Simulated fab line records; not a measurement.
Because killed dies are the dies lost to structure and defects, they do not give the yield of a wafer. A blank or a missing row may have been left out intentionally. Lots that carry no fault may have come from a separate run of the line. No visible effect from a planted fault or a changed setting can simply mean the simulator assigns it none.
Struck lot and sound lot, side by side :: flow sky130 :: 43 out of 708 route steps
Sound: wafers L476.2, L476.3, L476.6. Struck: wafer L475.3 (L475.4, L475.5, from the same lot, were not struck and are left out); the cause is given at the end.
Each step with rows lists, per side, the tool, then ch with its chambers, then its first start. Under that, the readings that differ: sound wafers :: struck wafers :: difference of the means :: sigmas: that difference in standard deviations of wafers without a fault.
alike: readings with means less than 2 such deviations apart, plus words and numbers identical on both sides. not compared: withheld readings, readings lacking a value on some wafer, bounds such as >300 that could conceal the same value, and numbers that have no deviation in the record and whose values overlap.
A row with sigmas, a row that says differs or no value, or rows on one side alone: a step with any of these is where the two part. Numbers that have no deviation but don't overlap get no sigmas and don't part them. A reading that every wafer of one side lacks parts them only if that side has two wafers or more.

first, 1 step without rows for these wafers: SKY_LDD_HVN_IMPLANT_08.
SKY_LDD_HVN_STRIP_09: strips in O2/N2.
  sound on plasma_asher-03 ch 0,1, day 24 19:10; struck on plasma_asher-03 ch 0, day 24 06:29
  alike: drypump_motor_current_A, oes_product_au, strip_time_to_endpoint_s
  not compared: rf_hours_counter_h
SKY_LDD_HVN_TW_MEAS_10:
  sound on film_metro-03, day 24 19:16; struck on film_metro-02, day 24 06:34
  alike: LDD_HVN_TW
then, 7 steps without rows for these wafers: SKY_LDD_HVP_DEHYDRATE_00 (time 60 s); SKY_LDD_HVP_HMDS_01 (prime time 60 s); SKY_LDD_HVP_COAT_02 (resist thk 300 nm); SKY_LDD_HVP_SOFTBAKE_03 (time 60 s); SKY_LDD_HVP_EXPOSE_04 (exposes mask HVPTM, target cd 700 nm); SKY_LDD_HVP_PEB_05; SKY_LDD_HVP_DEVELOP_06 (develop time 60 s).
SKY_LDD_HVP_OVL_MEAS_07:
  sound on overlay-01, day 26 00:32; struck on overlay-01, day 25 11:59
  alike: LDD_HVP_OVL
then, 1 step without rows for these wafers: SKY_LDD_HVP_IMPLANT_08.
SKY_LDD_HVP_STRIP_09: strips in O2/N2.
  sound on plasma_asher-02 ch 0,1, day 26 00:43; struck on plasma_asher-01 ch 0, day 25 12:11
  alike: drypump_motor_current_A, oes_product_au, strip_time_to_endpoint_s
  not compared: rf_hours_counter_h
SKY_LDD_HVP_TW_MEAS_10:
  sound on film_metro-04, day 26 00:49; struck on film_metro-04, day 25 12:17
  alike: LDD_HVP_TW
then, 7 steps without rows for these wafers: SKY_LDD_LDN_DEHYDRATE_00 (time 60 s); SKY_LDD_LDN_HMDS_01 (prime time 60 s); SKY_LDD_LDN_COAT_02 (resist thk 1140 nm); SKY_LDD_LDN_SOFTBAKE_03 (time 60 s); SKY_LDD_LDN_EXPOSE_04 (exposes mask LDNTM, target cd 700 nm); SKY_LDD_LDN_PEB_05; SKY_LDD_LDN_DEVELOP_06 (develop time 60 s).
SKY_LDD_LDN_OVL_MEAS_07:
  sound on overlay-01, day 27 05:51; struck on overlay-02, day 26 16:28
  alike: LDD_LDN_OVL
then, 4 steps without rows for these wafers: SKY_LDD_LDN_IMPLANT_08; SKY_LDD_LDN_IMPLANT_09; SKY_LDD_LDN_IMPLANT_10; SKY_LDD_LDN_IMPLANT_11.
SKY_LDD_LDN_STRIP_12: strips in O2/N2.
  sound on plasma_asher-02 ch 0,1, day 27 06:29; struck on plasma_asher-02 ch 1, day 26 17:07
  alike: drypump_motor_current_A, oes_product_au, strip_time_to_endpoint_s
  not compared: rf_hours_counter_h
SKY_LDD_LDN_TW_MEAS_13:
  sound on film_metro-03, day 27 06:39; struck on film_metro-01, day 26 17:12
  alike: LDD_LDN_TW
then, 2 steps without rows for these wafers: SKY_LDD_LDN_CLEAN_14 (cleans in SC1/SC2, time 150 s); SKY_SPACER_CVD_00 (deposits Si3N4 from DCS/NH3, target thk 43.1 nm, time 740 s).
SKY_SPACER_THK_MEAS_01:
  sound on film_metro-01, day 27 07:58; struck on film_metro-01, day 26 18:31
  alike: SPACER_CVD_00_THK
SKY_SPACER_ETCHBACK_02: etches Si3N4 in CH3F/O2, stops on SiO2, time 46.7 s, target depth 45 nm.
  sound on rie_diel-01 ch 0,3, day 27 08:01; struck on rie_diel-01 ch 0, day 26 18:34
  alike: drypump_motor_current_A, oes_product_au, throttle_valve_pct
  not compared: rf_hours_counter_h
then, 8 steps without rows for these wafers: SKY_POLY_CUT_DEHYDRATE_00 (time 60 s); SKY_POLY_CUT_HMDS_01 (prime time 60 s); SKY_POLY_CUT_COAT_02 (resist thk 60 nm); SKY_POLY_CUT_COAT_03 (resist thk 450 nm); SKY_POLY_CUT_SOFTBAKE_04 (time 90 s); SKY_POLY_CUT_EXPOSE_05 (exposes mask NPCM, target cd 270 nm); SKY_POLY_CUT_PEB_06; SKY_POLY_CUT_DEVELOP_07 (develop time 60 s).
SKY_POLY_CUT_CD_MEAS_08: the cd target is 270 nm.
  sound on cd_sem-02, day 28 12:41; struck on cd_sem-01, day 27 23:59
  alike: cd_nm
SKY_POLY_CUT_OVL_MEAS_09:
  sound on overlay-02, day 28 12:47; struck on overlay-02, day 28 00:05
reading: POLY_CUT_OVL (nm)
sound: 15 2 6
struck: -8
difference: -16
sigmas: -3
-- the record jumps here: 20 days lie between the struck wafers' starts before and after (it left off in module POLY_CUT and takes up again in module PAD_OPEN, whose first step shown is number 708 of the route) --
SKY_PAD_OPEN_PROBE_99:
  only the struck wafers here have rows in the record (prober-01, day 48 09:36); the sound ones have none

WHERE THEY PART
At SKY_POLY_CUT_OVL_MEAS_09 first; at SKY_PAD_OPEN_PROBE_99 last (within this record only).

WHY: what the simulator had put in
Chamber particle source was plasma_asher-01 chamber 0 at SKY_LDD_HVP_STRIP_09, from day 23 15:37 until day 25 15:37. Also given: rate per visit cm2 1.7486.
